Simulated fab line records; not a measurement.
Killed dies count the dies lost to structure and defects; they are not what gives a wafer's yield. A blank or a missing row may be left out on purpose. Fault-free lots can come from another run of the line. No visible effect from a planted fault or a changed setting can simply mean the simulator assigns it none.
Split-lot experiment | flow sky130 | route with 708 steps; 5 lots, 23 wafers read

== THE SPLIT ==
At SKY_CAP2M_COAT_07 (resist thk 1140 nm), the setting spinRpm was moved away from the recipe's 3000 rpm on 7 of the 23 wafers read, by -6.5% to +7.0%. This setting was run at the recipe's value on the other wafers.

== SPLIT TO READING: what lies between them in the file, 1 step ==
- SKY_CAP2M_DEVELOP_11: develop time 60 s (also split here: developTimeS)

== THE READING ==
NOVOLAK_of_CAP2M_COAT_07.thkNm (the simulator's own value, which no gauge read), in nm, at SKY_CAP2M_METAL_ETCH_13 (etches TiN in Cl2/BCl3, stops on SiO2, target depth 220 nm, time 62.9 s). The file gives no usual value for it. Here, 16 wafers ran the recipe; their average is 992.4 nm with a standard deviation of 3.2 nm.

wafer  | tool, chamber at the split | spinRpm as run, rpm | against the recipe | NOVOLAK_of_CAP2M_COAT_07.thkNm, nm | against lot-mates on the recipe
L076.2 | lithoTrack-03, 0           | 3000                | recipe             | 996.2                              | -
L076.4 | lithoTrack-03, 0           | 3000                | recipe             | 992.7                              | -
L076.5 | lithoTrack-03, 0           | 3000                | recipe             | 992.1                              | -
L077.1 | lithoTrack-01, 0           | 3000                | recipe             | 996.6                              | -
L077.2 | lithoTrack-01, 0           | 2804                | -6.5%              | 1035                               | +37.7
L077.6 | lithoTrack-01, 0           | 2804                | -6.5%              | 1035                               | +37.7
L077.4 | lithoTrack-01, 0           | 2804                | -6.5%              | 1029                               | +31.7
L077.5 | lithoTrack-01, 0           | 3000                | recipe             | 998                                | -
L082.1 | lithoTrack-01, 0           | 3000                | recipe             | 989.4                              | -
L082.2 | lithoTrack-01, 0           | 3000                | recipe             | 989.4                              | -
L082.3 | lithoTrack-01, 0           | 3000                | recipe             | 990.5                              | -
L082.4 | lithoTrack-01, 0           | 3000                | recipe             | 990.4                              | -
L082.6 | lithoTrack-01, 0           | 3000                | recipe             | 990.7                              | -
L083.1 | lithoTrack-01, 0           | 3000                | recipe             | 995.5                              | -
L083.2 | lithoTrack-01, 0           | 2825                | -5.8%              | 1032                               | +36.5
L083.3 | lithoTrack-01, 0           | 2825                | -5.8%              | 1029                               | +33.5
L083.4 | lithoTrack-01, 0           | 3000                | recipe             | 996.4                              | -
L083.6 | lithoTrack-01, 0           | 3000                | recipe             | 994.7                              | -
L084.1 | lithoTrack-01, 0           | 3000                | recipe             | 988.1                              | -
L084.2 | lithoTrack-01, 0           | 3211                | +7.0%              | 951                                | -37.6
L084.3 | lithoTrack-01, 0           | 3211                | +7.0%              | 953.2                              | -35.4
L084.5 | lithoTrack-01, 0           | 3000                | recipe             | 989.3                              | -
L084.6 | lithoTrack-01, 0           | 3000                | recipe             | 988.5                              | -

THE FIT
A straight line over all 23 wafers: NOVOLAK_of_CAP2M_COAT_07.thkNm changes by -6.09 nm for each +1% of spinRpm; r = -0.99; the points scatter about the line by 3.2 nm.
The same after taking each lot's own level away (the mean of its wafers on the recipe; 23 wafers): -5.47 nm for each +1%; r = -1.00; scatter 1.8 nm.
The reading moves by 38 nm for the largest change in spinRpm, on that fit.
From 988.63 to 997.30 nm: that is the span of the lots' own levels, equal to 2.7 times the standard deviation above.
So the lot-to-lot level changes the slope: the two fits differ.
Check: with one of the wafers moved furthest among these (+7.0%) left out of the fit, the line predicts -38.2 nm for it against its lot-mates. It came out at -37.6 nm against them.

== OTHER SPLITS APPLIED TO THESE WAFERS ==
Other splits were also applied to these wafers ahead of the reading. Each is held against what the fit with the lots' levels taken away leaves over:
other split on the same wafers        | wafers away from the commonest value | r with NOVOLAK_of_CAP2M_COAT_07.thkNm (lot level and that fit taken away)
SKY_METAL3_EXPOSE_10 doseMj           | 9                                    | -0.25
SKY_VIA3_CMP_02 leaveAboveRefNm       | 11                                   | -0.24
SKY_VIA3_SOFTBAKE_08 timeS            | 7                                    | +0.46
SKY_VIA3_SPUTTER_20 chamberPressurePa | 15                                   | -0.12
SKY_CAP2M_DEVELOP_11 developTimeS     | 6                                    | -0.01

== THE WHOLE CHAIN: every reading that the file lists as answering this split, in the file's order ==
step                    | what it does                                                            | reading                                                                         | change (the file's fit)                                                                     | r (the file's)
SKY_CAP2M_COAT_07       | resist thk 1140 nm                                                      | NOVOLAK_of_CAP2M_COAT_07.thkNm (the simulator's own value, which no gauge read) | -5.67 nm for each +1% of the setting                                                        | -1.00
SKY_CAP2M_METAL_ETCH_13 | etches TiN in Cl2/BCl3, stops on SiO2, target depth 220 nm, time 62.9 s | NOVOLAK_of_CAP2M_COAT_07.thkNm (the simulator's own value, which no gauge read) | -5.5 nm for each +1% of the setting                                                         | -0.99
SKY_CAP2M_STRIP_14      | strips in O2/N2                                                         | stripTimeToEndpointS                                                            | withheld for each +1% of the setting                                                        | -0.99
SKY_CAP2M_METAL_ETCH_13 | etches TiN in Cl2/BCl3, stops on SiO2, target depth 220 nm, time 62.9 s | CAP2M.cdNm (the simulator's own value, which no gauge read)                     | -0.916 nm for each +1% of the setting, in a fit together with developTimeS@CAP2M_DEVELOP_11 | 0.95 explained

== THE FILE'S OWN FIT ==
NOVOLAK_of_CAP2M_COAT_07.thkNm changes by -5.5 nm for each +1% of spinRpm, r = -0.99.
